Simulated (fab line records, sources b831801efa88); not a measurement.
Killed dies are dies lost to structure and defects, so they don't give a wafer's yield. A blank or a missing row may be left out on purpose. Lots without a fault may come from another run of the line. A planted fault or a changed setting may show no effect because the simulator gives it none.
Which tool did it? | flow sky130 | 13 lots, 36 wafers sampled, at 5 steps of a route of 708

WHAT THE GAUGES READ, wafer by wafer
SKY_FIELD_ISO_CD_MEAS_13: target cd 150 nm.
lot  | measured    | on        | cd_nm (nm)
L336 | day 2 05:41 | cd_sem-02 | 150.2 150.0 149.0
L338 | day 2 16:50 | cd_sem-02 | 148.0 148.0 148.3
L339 | day 2 20:20 | cd_sem-02 | 148.9 151.4 149.7
L340 | day 3 04:04 | cd_sem-01 | 152.0 152.7 153.0
L342 | day 3 13:39 | cd_sem-01 | 148.9 149.2
L343 | day 3 20:24 | cd_sem-02 | 148.2 150.0 149.5
L344 | day 4 01:23 | cd_sem-01 | 147.7 149.3
L346 | day 4 09:53 | cd_sem-02 | 152.6 151.7 153.5
L353 | day 5 22:16 | cd_sem-01 | 147.6 148.5 146.4
L354 | day 6 05:35 | cd_sem-02 | 149.8 148.8 148.2
L356 | day 6 13:09 | cd_sem-01 | 151.7 151.2 151.5
L357 | day 6 18:02 | cd_sem-01 | 151.8 149.0 150.4
L359 | day 7 03:34 | cd_sem-01 | 148.1 147.6

SKY_PWDE_TW_MEAS_10.
lot  | measured    | on            | PWDE_TW
L336 | day 4 06:40 | film_metro-02 | 377.1 377.3 378.5
L338 | day 4 12:52 | film_metro-03 | 369.3 373.0 373.8
L339 | day 4 19:17 | film_metro-04 | 376.0 377.6 377.8
L340 | day 4 23:04 | film_metro-03 | 371.2 372.0 370.8
L342 | day 5 07:05 | film_metro-02 | 375.0 375.7
L343 | day 5 13:04 | film_metro-03 | 374.3 374.1 372.7
L344 | day 5 20:49 | film_metro-04 | 378.1 377.4
L346 | day 6 03:52 | film_metro-03 | 372.1 373.5 371.2
L353 | day 7 19:37 | film_metro-04 | 377.8 378.7 376.0
L354 | day 8 07:24 | film_metro-04 | 379.7 381.0 381.1
L356 | day 8 16:50 | film_metro-04 | 380.9 382.6 380.1
L357 | day 8 20:10 | film_metro-03 | 371.6 371.0 370.8
L359 | day 9 05:49 | film_metro-04 | 377.6 376.6

SKY_NWELL_RS_MEAS_29: measures by four-point-probe.
lot  | measured     | on            | NWELL_RS (ohm/sq)
L336 | day 5 17:11  | film_metro-04 | 622.9 623.9 624.4
L338 | day 6 01:28  | film_metro-04 | 625.9 626.8 624.8
L339 | day 6 07:45  | film_metro-04 | 625.0 624.9 624.4
L340 | day 6 11:32  | film_metro-02 | 624.6 624.6 625.9
L342 | day 6 20:56  | film_metro-03 | 626.8 624.6
L343 | day 7 03:41  | film_metro-04 | 628.5 627.3 627.9
L344 | day 7 12:31  | film_metro-04 | 625.6 626.8
L346 | day 7 19:41  | film_metro-03 | 627.5 626.4 626.5
L353 | day 9 16:18  | film_metro-04 | 605.6 606.9 605.6 604.7 606.5 605.6
L354 | day 10 05:33 | film_metro-03 | 602.5 603.6 603.8 603.1 604.0 604.1
L356 | day 10 14:28 | film_metro-02 | 626.3 626.3 626.9
L357 | day 10 18:58 | film_metro-03 | 625.5 626.1 625.5
L359 | day 11 06:02 | film_metro-02 | 625.7 626.1

WHICH TOOL RAN EACH LOT (tool, then ch and the chambers of the sampled wafers, then the start)
lot  | SKY_FIELD_ISO_CMP_27         | SKY_NWELL_IMPLANT_12
L336 | cmp-02 ch 0,1, day 2 19:01   | implanter-01 ch 0, day 4 23:54
L338 | cmp-02 ch 0,1, day 3 00:26   | implanter-04 ch 0, day 5 07:02
L339 | cmp-01 ch 1,2,3, day 3 06:15 | implanter-01 ch 0, day 5 12:14
L340 | cmp-01 ch 0,1,3, day 3 10:35 | implanter-01 ch 0, day 5 15:59
L342 | cmp-01 ch 0,2, day 3 17:38   | implanter-04 ch 0, day 6 01:16
L343 | cmp-01 ch 0,1,2, day 4 00:41 | implanter-03 ch 0, day 6 07:45
L344 | cmp-02 ch 0,2, day 4 07:29   | implanter-04 ch 0, day 6 16:17
L346 | cmp-02 ch 1,2, day 4 13:28   | implanter-03 ch 0, day 6 22:57
L353 | cmp-02 ch 0,1,3, day 6 01:52 | implanter-03 ch 0, day 8 17:14
L354 | cmp-01 ch 0,3, day 6 10:55   | implanter-03 ch 0, day 9 05:41
L356 | cmp-01 ch 0,3, day 6 20:26   | implanter-01 ch 0, day 9 15:14
L357 | cmp-01 ch 1,2,3, day 7 00:41 | implanter-04 ch 0, day 9 18:22
L359 | cmp-01 ch 1,3, day 7 07:18   | implanter-04 ch 0, day 10 04:53
- SKY_FIELD_ISO_CMP_27: polishes, stops on Si3N4, t overpolish 16 s, target thk 457.8 nm.
- SKY_NWELL_IMPLANT_12

WHAT THE TOOLS THEMSELVES READ (means of the sampled wafers that have a number; where no wafer has one, the mark that the record gives instead)
SKY_FIELD_ISO_CMP_27.
lot  | tool   | motor_current_A (A) | overpolish_run_s (s) | time_to_endpoint_s (s)
L336 | cmp-02 | 14.2                | 16.004               | 113
L338 | cmp-02 | 14.7                | 16.012               | 114
L339 | cmp-01 | 10.1                | 16.009               | 118
L340 | cmp-01 | 11.4                | 15.989               | 118
L342 | cmp-01 | 11.2                | 15.996               | 117
L343 | cmp-01 | 11.6                | 15.993               | 116
L344 | cmp-02 | 12.1                | 16.002               | 114
L346 | cmp-02 | 13.6                | 15.989               | 112
L353 | cmp-02 | 13.1                | 15.993               | 119
L354 | cmp-01 | 12.0                | 16.009               | 116
L356 | cmp-01 | 11.8                | 15.996               | 114
L357 | cmp-01 | 10.2                | 16.002               | 118
L359 | cmp-01 | 10.6                | 16.002               | 118

SKY_NWELL_IMPLANT_12.
lot  | tool         | dose_ions_cm2 | end_station_pressure_torr (Torr) | faraday_current_uA
L336 | implanter-01 | 1.3015e+12    | 5.01e-06                         | 7.34
L338 | implanter-04 | 1.2983e+12    | 5.03e-06                         | 7.31
L339 | implanter-01 | 1.2977e+12    | 5.17e-06                         | 7.26
L340 | implanter-01 | 1.3002e+12    | 4.86e-06                         | 7.36
L342 | implanter-04 | 1.2992e+12    | 5.06e-06                         | 7.30
L343 | implanter-03 | 1.3009e+12    | 5.12e-06                         | 7.56
L344 | implanter-04 | 1.3004e+12    | 4.84e-06                         | 7.09
L346 | implanter-03 | 1.2998e+12    | 5.27e-06                         | 7.20
L353 | implanter-03 | 2.1936e+12    | 5.44e-06                         | 12.37
L354 | implanter-03 | 2.1940e+12    | 5.03e-06                         | 12.05
L356 | implanter-01 | 1.3006e+12    | 5.06e-06                         | 7.32
L357 | implanter-04 | 1.3011e+12    | 4.99e-06                         | 7.28
L359 | implanter-04 | 1.3006e+12    | 5.28e-06                         | 7.50

THE ANSWER, worked out from the rows above alone
Rule: what is usual is taken from the lots themselves. Put in order of their means at a reading, lots are off if they are a third of the lots or fewer, leave a main group of 4 or more, and stand apart from it by a gap of 3 or more times the standard deviation of the main group's means; of several such gaps the widest counts. A main group whose means are all the same, to the digits that the tables above print for the reading, isn't used. A lot without any number at a reading at which 4 lots or more have one is off too. The other lots that the step has rows for count as sound. The gauges are gone through in route order, then the tools' own readings, and for those a lot's mean is taken as printed above. The first step at which some lot is off is used, and at that step the reading that is off furthest; a lot without a number counts as furthest.
Off: L353, L354, at SKY_NWELL_RS_MEAS_29 (NWELL_RS). The main group: mean 625.8 ohm/sq, standard deviation 1.
A tool fits if, at a process step before that reading, it ran every lot that is off, and no sound lot after the first of them. The gauges at SKY_NWELL_RS_MEAS_29 aren't tried: what is off there is off at SKY_NWELL_IMPLANT_12 too, on other tools, and a gauge's error can't cause that. One fits: implanter-03 at SKY_NWELL_IMPLANT_12. Its last sound lot is L346 (day 6 22:57), its first lot that is off L353 (day 8 17:14): a fault that began between those two fits.
The tool's own readings at SKY_NWELL_IMPLANT_12 bear it out: on the lots that are off they differ by more than 5 times the standard deviation of the sound lots' means. dose_ions_cm2 reads 2.1938e+12 there against 1.3000e+12 on the sound lots; faraday_current_uA reads 12.21 there against 7.32 on the sound lots.

WHAT THE SIMULATOR HAD PUT IN
Process parameter drift: implanter-03, from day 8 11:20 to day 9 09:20, at SKY_NWELL_IMPLANT_12. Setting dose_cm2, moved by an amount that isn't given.
Lots struck among those shown: L353, L354. The rule above found the same.
